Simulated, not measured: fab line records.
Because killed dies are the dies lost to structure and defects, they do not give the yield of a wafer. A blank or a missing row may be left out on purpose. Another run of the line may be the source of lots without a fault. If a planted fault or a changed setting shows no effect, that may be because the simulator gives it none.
Code-filled problem report in 8D (eight disciplines) form ; flow sky130 ; the parts of the form that need people (team, actions taken, sign-off) are left out

## 1. THE ISSUE
Wafers without a fault read 10.001, standard deviation 0.0032; beamEnergyKeV at SKY_GATE_OXIDE_IMPLANT_11 reads a mean of 10.949 on 6 wafers belonging to 2 lots. That is +99 or more standard deviations from the usual mean.
Earliest sighting: wafer L556.1 on implanter-01 at day 17 22:40. Wafers with a number at this step in the record: 36, from 12 lots. Rule for "out" (also "out of limits"): further than 4 standard deviations from the usual mean. The rest of the wafers with a number are treated as sound.

## 2. WHAT THIS IS AND IS NOT
question;is;is not
which readings at this step;beamEnergyKeV;-
which lots;L556, L559;L546, L550, L552, L555, L557, L558, L560, L564, L567, L568
which wafers of those lots;all that have a number;-
read on which tools;implanter-01;implanter-03, implanter-04
when;from day 17 22:40;"up to then (15 sound wafers); but 15 sound wafers of L558, L560, L564, L567, L568 came after"

## 3. SUSPECTS, AND WHAT RULES EACH OUT
Counting: a tool stays on the suspect list if, at a process step up to the reading, it processed all lots that are out and no sound lot following the first of them.
- implanter-01 at SKY_GATE_OXIDE_IMPLANT_11: kept. All lots that are out passed through it, beginning with L556 at day 17 22:40, and no sound lot followed; its final sound lot before that point was L557 at day 17 20:07. Its own beamEnergyKeV readings are out on those wafers.
Left after counting: implanter-01 at SKY_GATE_OXIDE_IMPLANT_11.

## 4. THE CAUSE (what the simulator had put in)
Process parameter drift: implanter-01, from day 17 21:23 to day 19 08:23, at SKY_GATE_OXIDE_IMPLANT_11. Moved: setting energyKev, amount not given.
This tool alone remained once counting was done.

## 5. THE CHAIN OF EFFECTS, in route order
Each row: a reading whose mean over the struck wafers that have a number lies more than 3 standard deviations from the usual. Scope: only readings with a usual standard deviation given in the record; hours: median across lots of the time from each lot's start at the first step in this table that gives one to its start at this step; sigmas: change in usual standard deviations.
hours;step;reading;usual;on struck wafers;change;sigmas
0;SKY_GATE_OXIDE_IMPLANT_11;beamEnergyKeV;10.001;10.949;+0.948;+99 or more
The process steps in it:
- SKY_GATE_OXIDE_IMPLANT_11
At these later measuring or inspecting steps, every struck wafer for which the step has a row has a number for every such reading, and none has moved that far: SKY_GATE_OXIDE_TW_MEAS_14.

## 6. WHAT WOULD HAVE CAUGHT IT SOONER
In this record the first reading out of limits was taken at day 17 22:40, 1 hour after the fault began at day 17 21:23.
